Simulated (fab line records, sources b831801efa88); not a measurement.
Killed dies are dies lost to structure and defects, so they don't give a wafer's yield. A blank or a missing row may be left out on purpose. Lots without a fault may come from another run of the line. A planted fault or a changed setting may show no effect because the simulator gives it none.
Which tool did it? | flow gf180mcu | 14 lots, 42 wafers sampled, at 4 steps of a route of 602

WHAT THE GAUGES READ, wafer by wafer
GF_V2_OVL_MEAS_15.
lot  | measured     | on         | V2_OVL (nm)
L935 | day 20 03:09 | overlay-01 | -3 1 -4
L936 | day 20 13:47 | overlay-01 | -6 -7 -7
L937 | day 20 23:34 | overlay-01 | 9 -1 4
L939 | day 21 21:07 | overlay-01 | -15 -3 1
L940 | day 22 02:26 | overlay-02 | -15 0 -9
L941 | day 22 14:04 | overlay-02 | 5 -1 -3
L945 | day 24 04:40 | overlay-01 | -7 -6 -14
L946 | day 24 10:31 | overlay-01 | -5 2 0
L947 | day 24 17:10 | overlay-01 | -12 -8 -6
L951 | day 25 20:45 | overlay-02 | -1 -4 -5
L952 | day 26 03:54 | overlay-02 | 4 -2 -2
L953 | day 26 08:31 | overlay-02 | -4 -6 -5
L954 | day 26 19:50 | overlay-01 | -2 3 3
L955 | day 27 05:03 | overlay-02 | -1 0 4

GF_V3_THK_MEAS_01.
lot  | measured     | on            | V3_CVD_00_THK (nm)
L935 | day 21 05:23 | film_metro-03 | 608 611 609
L936 | day 21 16:37 | film_metro-04 | 606 609 606
L937 | day 22 01:38 | film_metro-04 | 610 606 607
L939 | day 22 23:08 | film_metro-01 | 603 597 599
L940 | day 23 03:53 | film_metro-03 | 603 603 605
L941 | day 23 15:34 | film_metro-04 | 595 598 599
L945 | day 25 04:47 | film_metro-01 | 596 597 596
L946 | day 25 10:44 | film_metro-03 | 594 607 599
L947 | day 25 17:55 | film_metro-04 | 609 595 604
L951 | day 26 19:36 | film_metro-04 | 594 593 593
L952 | day 27 03:19 | film_metro-03 | 599 595 603
L953 | day 27 07:21 | film_metro-04 | 605 607 601
L954 | day 27 18:22 | film_metro-01 | 600 603 597
L955 | day 28 02:50 | film_metro-04 | 592 584 599

WHICH TOOL RAN EACH LOT (tool, then ch and the chambers of the sampled wafers, then the start)
lot  | GF_MVSD_IMPLANT_09             | GF_M2_SPUTTER_04
L935 | implanter-02 ch 0, day 4 10:28 | pvd_sputter-03, day 18 01:20
L936 | implanter-02 ch 0, day 4 15:28 | pvd_sputter-02, day 18 12:05
L937 | implanter-04 ch 0, day 4 20:07 | pvd_sputter-02, day 18 21:18
L939 | implanter-04 ch 0, day 5 10:49 | pvd_sputter-03, day 19 19:04
L940 | implanter-02 ch 0, day 5 14:25 | pvd_sputter-03, day 20 01:19
L941 | implanter-03 ch 0, day 5 20:46 | pvd_sputter-03, day 20 13:30
L945 | implanter-04 ch 0, day 6 23:47 | pvd_sputter-04, day 22 05:49
L946 | implanter-02 ch 0, day 7 03:58 | pvd_sputter-03, day 22 12:35
L947 | implanter-04 ch 0, day 7 09:49 | pvd_sputter-04, day 22 18:40
L951 | implanter-02 ch 0, day 8 08:46 | pvd_sputter-02, day 24 00:44
L952 | implanter-03 ch 0, day 8 13:34 | pvd_sputter-04, day 24 07:01
L953 | implanter-04 ch 0, day 8 17:46 | pvd_sputter-03, day 24 13:31
L954 | implanter-04 ch 0, day 9 01:28 | pvd_sputter-03, day 25 01:11
L955 | implanter-03 ch 0, day 9 08:50 | pvd_sputter-03, day 25 10:11
- GF_MVSD_IMPLANT_09
- GF_M2_SPUTTER_04: material TiN, target thk 50 nm, time 41.7 s.

WHAT THE TOOLS THEMSELVES READ (means of the sampled wafers that have a number; where no wafer has one, the mark that the record gives instead)
GF_MVSD_IMPLANT_09.
lot  | tool         | dose_ions_cm2 | tilt_deg (degrees)
L935 | implanter-02 | 5e+12         | 0.017
L936 | implanter-02 | 5e+12         | 0.002
L937 | implanter-04 | 5e+12         | -0.015
L939 | implanter-04 | 5e+12         | -0.016
L940 | implanter-02 | 5e+12         | 0.007
L941 | implanter-03 | 5e+12         | -0.005
L945 | implanter-04 | 5e+12         | -0.041
L946 | implanter-02 | 5e+12         | 5.411
L947 | implanter-04 | 5e+12         | 0.025
L951 | implanter-02 | 5e+12         | 5.419
L952 | implanter-03 | 5e+12         | 0.024
L953 | implanter-04 | 5e+12         | -0.014
L954 | implanter-04 | 5e+12         | 0.018
L955 | implanter-03 | 5e+12         | 0.002

GF_M2_SPUTTER_04.
lot  | tool           | chamber_pressure_pa (Pa) | throttle_valve_pct (%)
L935 | pvd_sputter-03 | 0.4007                   | 29.4
L936 | pvd_sputter-02 | 0.4001                   | 32.1
L937 | pvd_sputter-02 | 0.4005                   | 31.0
L939 | pvd_sputter-03 | 0.3994                   | 28.9
L940 | pvd_sputter-03 | 0.4003                   | 29.3
L941 | pvd_sputter-03 | 0.3997                   | 29.3
L945 | pvd_sputter-04 | 0.4004                   | 30.1
L946 | pvd_sputter-03 | 0.3992                   | 28.6
L947 | pvd_sputter-04 | 0.3994                   | 29.9
L951 | pvd_sputter-02 | 0.3998                   | 30.4
L952 | pvd_sputter-04 | 0.4004                   | 30.0
L953 | pvd_sputter-03 | 0.3997                   | 29.5
L954 | pvd_sputter-03 | 0.4000                   | 28.7
L955 | pvd_sputter-03 | 0.4001                   | 29.1

THE ANSWER, worked out from the rows above alone
Rule: what is usual is taken from the lots themselves. Put in order of their means at a reading, lots are off if they are a third of the lots or fewer, leave a main group of 4 or more, and stand apart from it by a gap of 3 or more times the standard deviation of the main group's means; of several such gaps the widest counts. A main group whose means are all the same, to the digits that the tables above print for the reading, isn't used. A lot without any number at a reading at which 4 lots or more have one is off too. The other lots that the step has rows for count as sound. The gauges are gone through in route order, then the tools' own readings, and for those a lot's mean is taken as printed above. The first step at which some lot is off is used, and at that step the reading that is off furthest; a lot without a number counts as furthest.
Off: L946, L951, at GF_MVSD_IMPLANT_09 (tilt_deg). The main group: mean 0.000 degrees, standard deviation 0.019.
A tool fits if, at that step or a process step before it, it ran every lot that is off, and no sound lot after the first of them. One fits: implanter-02 at GF_MVSD_IMPLANT_09. Its last sound lot is L940 (day 5 14:25), its first lot that is off L946 (day 7 03:58): a fault that began between those two fits.
The tool's own readings at GF_MVSD_IMPLANT_09 bear it out: on the lots that are off they differ by more than 5 times the standard deviation of the sound lots' means. tilt_deg reads 5.415 degrees there against 0.000 degrees on the sound lots.

WHAT THE SIMULATOR HAD PUT IN
Process parameter drift: implanter-02, from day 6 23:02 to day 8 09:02, at GF_MVSD_IMPLANT_09. Setting tilt_deg, moved by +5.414, from 0. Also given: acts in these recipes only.
Lots struck among those shown: L946, L951. The rule above found the same.
